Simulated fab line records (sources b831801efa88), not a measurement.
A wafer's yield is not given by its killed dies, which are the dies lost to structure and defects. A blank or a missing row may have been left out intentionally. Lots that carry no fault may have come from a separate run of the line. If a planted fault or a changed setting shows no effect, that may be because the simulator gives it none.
One fault through the eyes of 2 desks / flow sky130 / every desk sees just its own numbers, and what lay behind them comes last

## DESK OF THE TOOL OWNER: lpcvd-02
The tool's own readings at SKY_FIELD_ISO_CVD_03 (deposits Si3N4 from DCS/NH3, target thk 165 nm, time 2830 s): means of the sampled wafers that have a number, for each lot that ran on this tool. Any lot whose mean is over 4 standard deviations away from the usual mean is out of limits and marked OUT; that distance is given in the brackets.
Columns: A = pressure_mtorr at SKY_FIELD_ISO_CVD_03, usual 250.1 mTorr; B = spike_tc_lower_C at SKY_FIELD_ISO_CVD_03, usual 770.2 C
lot=L900; first seen here=day 1 12:46; A=250.9; B=769.1
lot=L901; first seen here=day 1 16:41; A=250.1; B=769.4
lot=L902; first seen here=day 1 22:55; A=250.2; B=768.5
lot=L903; first seen here=day 2 03:29; A=249.9; B=770.6
lot=L905; first seen here=day 2 13:00; A=250.0; B=771.8
lot=L907; first seen here=day 3 01:41; A=249.7; B=769.8
lot=L908; first seen here=day 3 04:47; A=249.8; B=770.9
lot=L910; first seen here=day 3 14:58; A=250.3; B=770.1
lot=L911; first seen here=day 3 19:18; A=249.6; B=770.9
lot=L912; first seen here=day 3 23:58; A=250.3; B=771.2
lot=L913; first seen here=day 4 06:29; A=250.3; B=771.5
lot=L921; first seen here=day 5 21:52; A=299.7 (+87) OUT; B=770.6
This desk's verdict: out of limits on L921, starting with L921 at day 5 21:52 (pressure_mtorr at SKY_FIELD_ISO_CVD_03). In limits: L900, L901, L902, L903, L905, L907, L908, L910, L911, L912, L913.

## THE METROLOGY DESK
What the gauges read, lot by lot, whatever tool the lot ran on: means of the sampled wafers that have a number. Any lot whose mean is over 4 standard deviations away from the usual mean is out of limits and marked OUT; that distance is given in the brackets.
Columns: A = FIELD_ISO_CVD_03_THK at SKY_FIELD_ISO_THK_MEAS_04, usual 164.6 nm; B = CONTACT_W_THK at SKY_CONTACT_THK_MEAS_26, usual 343 nm; C = VIA1_BOW at SKY_VIA1_BOW_MEAS_03, usual 81 um
lot=L900; first seen here=day 1 14:33; A=165.9; B=343; C=87
lot=L901; first seen here=day 1 18:29; A=164.9; B=341; C=81
lot=L902; first seen here=day 2 00:43; A=163.7; B=344; C=87
lot=L903; first seen here=day 2 05:16; A=165.1; B=345; C=78
lot=L905; first seen here=day 2 14:47; A=164.8; B=343; C=77
lot=L907; first seen here=day 3 03:28; A=165.2; B=343; C=79
lot=L908; first seen here=day 3 06:35; A=164.2; B=348; C=82
lot=L910; first seen here=day 3 16:45; A=163.3; B=346; C=87
lot=L911; first seen here=day 3 21:07; A=166.9; B=340; C=82
lot=L912; first seen here=day 4 01:45; A=164.4; B=345; C=84
lot=L913; first seen here=day 4 08:17; A=165.6; B=344; C=84
lot=L921; first seen here=day 5 23:40; A=171.3 (+4.8) OUT; B=345; C=89
This desk's finding: out of limits on L921; first on L921, day 5 23:40 (FIELD_ISO_CVD_03_THK at SKY_FIELD_ISO_THK_MEAS_04). In limits: L900, L901, L902, L903, L905, L907, L908, L910, L911, L912, L913.

## TAKEN TOGETHER
The tool owner's desk could have raised an alarm at day 5 21:52, on L921.
Metrology desk: alarm possible at day 5 23:40 on L921.
All the named lots went through SKY_FIELD_ISO_CVD_03 on lpcvd-02.

## WHAT THE SIMULATOR HAD INSERTED
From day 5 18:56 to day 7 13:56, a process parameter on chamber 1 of lpcvd-02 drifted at SKY_FIELD_ISO_CVD_03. From 250, the setting pressure_mtorr moved by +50. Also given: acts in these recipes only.
Struck lots among those shown: L921.
Delay (hours) between the fault's onset and each desk's first out-of-limits reading: 3 at the tool owner's desk, 5 at the metrology desk.
